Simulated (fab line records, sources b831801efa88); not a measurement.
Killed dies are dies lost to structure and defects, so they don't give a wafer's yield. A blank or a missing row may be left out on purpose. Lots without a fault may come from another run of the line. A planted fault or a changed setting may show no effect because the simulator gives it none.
Problem report in the 8D (eight disciplines) form, filled by code | flow gf180mcu | the parts of the form that need people (team, actions taken, sign-off) are left out

1. THE PROBLEM
developer_temp_C at GF_V3_DEVELOP_13 reads a mean of 20.11 C on 6 wafers of 2 lots; wafers without a fault read 21.00 C with a standard deviation of 0.11. That is -8.1 standard deviations from the usual mean.
The step: develop time 60 s.
First seen on wafer L976.3, day 27 04:19, on litho_track-03. The record holds 42 wafers of 14 lots with a number at this step. Rule for "out", or "out of limits": more than 4 standard deviations from the usual mean. The other wafers with a number count as sound.

2. WHAT IT IS AND WHAT IT IS NOT
question                    | is                     | is not
which readings at this step | developer_temp_C       | -
which lots                  | L976, L978             | L964, L965, L966, L967, L968, L971, L972, L973, L977, L982, L984, L985
which wafers of those lots  | all that have a number | -
read on which tools         | litho_track-03         | litho_track-01, litho_track-04
when                        | from day 27 04:19      | up to then (24 sound wafers); but 12 sound wafers of L977, L982, L984, L985 came after

3. SUSPECTS, AND WHAT RULES EACH OUT
Counting: a tool at a process step up to the reading stays a suspect if it ran every lot that is out and no sound lot after the first of them.
- litho_track-03 at GF_V3_DEVELOP_13 (develop time 60 s): kept. It ran every lot that is out, first L976 (day 27 04:19), and no sound lot after that; its last sound lot up to then is L973 (day 26 15:44). Its own readings are out on those wafers: developer_temp_C.
Left after counting: litho_track-03 at GF_V3_DEVELOP_13.

4. THE CAUSE (what the simulator had put in)
Process parameter drift: litho_track-03, from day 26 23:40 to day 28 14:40, at GF_V3_DEVELOP_13. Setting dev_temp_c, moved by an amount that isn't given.
Counting left only this tool.

5. THE CHAIN OF EFFECTS, in route order
Each row: a reading whose mean over the struck wafers that have a number lies more than 3 standard deviations from the usual. Only readings for which the record gives a usual standard deviation are gone through. hours: the time from each lot's start at the first step in this table that gives one to its start at this step, as a median over the lots. sigmas: the change in usual standard deviations.
hours | step                    | reading          | usual   | on struck wafers | change | sigmas
0     | GF_V3_DEVELOP_13        | developer_temp_C | 21.00 C | 20.11            | -0.89  | -8.1
137   | GF_PASSIVATION_PROBE_99 | killed_at_other  | 0.0     | 0.7              | +0.7   | +3.0
The process steps in it:
- GF_V3_DEVELOP_13: develop time 60 s.
- GF_PASSIVATION_PROBE_99
Later measuring or inspecting steps at which every struck wafer that the step has a row for has a number for every such reading, and none has moved that far: GF_V3_CD_MEAS_14.

6. WHAT WOULD HAVE CAUGHT IT SOONER
In this record the first reading out of limits was taken at day 27 04:19, 5 hours after the fault began at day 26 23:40.
